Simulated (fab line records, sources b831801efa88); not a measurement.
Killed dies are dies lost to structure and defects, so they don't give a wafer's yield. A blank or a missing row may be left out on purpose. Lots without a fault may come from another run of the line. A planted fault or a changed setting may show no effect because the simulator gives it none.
Which tool did it? | flow sky130 | 10 lots, 29 wafers sampled, at 1 step of a route of 708

WHAT THE GAUGES READ, wafer by wafer
SKY_VIA3_RS_MEAS_22: measures by four-point-probe.
lot  | measured     | on            | VIA3_W_RS (ohm/sq)
L433 | day 40 05:11 | film_metro-04 | 0.2932 0.2964 0.2967
L434 | day 41 10:48 | film_metro-04 | 0.2954 0.2958 0.2950
L436 | day 41 19:55 | film_metro-03 | 0.2912 0.2903 0.2926
L437 | day 41 23:37 | film_metro-04 | 0.2943 0.2916 0.2912
L441 | day 42 13:31 | film_metro-04 | 0.2982 0.2964 0.2958
L444 | day 43 16:56 | film_metro-02 | 0.2942 0.2955
L446 | day 44 12:44 | film_metro-03 | 0.2959 0.2955 0.2932
L450 | day 45 18:07 | film_metro-04 | 0.2951 0.2963 0.2907
L451 | day 46 00:58 | film_metro-03 | 0.2949 0.2959 0.2987
L452 | day 46 05:28 | film_metro-02 | 0.2973 0.2929 0.2917

WHICH TOOL RAN EACH LOT (tool, then ch and the chambers of the sampled wafers, then the start)
The record holds no process step before these readings.

THE ANSWER, worked out from the rows above alone
Rule: what is usual is taken from the lots themselves. Put in order of their means at a reading, lots are off if they are a third of the lots or fewer, leave a main group of 4 or more, and stand apart from it by a gap of 3 or more times the standard deviation of the main group's means; of several such gaps the widest counts. A main group whose means are all the same, to the digits that the tables above print for the reading, isn't used. A lot without any number at a reading at which 4 lots or more have one is off too. The other lots that the step has rows for count as sound.
No lot is off at any reading shown: from this, nothing can be told.

WHAT THE SIMULATOR HAD PUT IN
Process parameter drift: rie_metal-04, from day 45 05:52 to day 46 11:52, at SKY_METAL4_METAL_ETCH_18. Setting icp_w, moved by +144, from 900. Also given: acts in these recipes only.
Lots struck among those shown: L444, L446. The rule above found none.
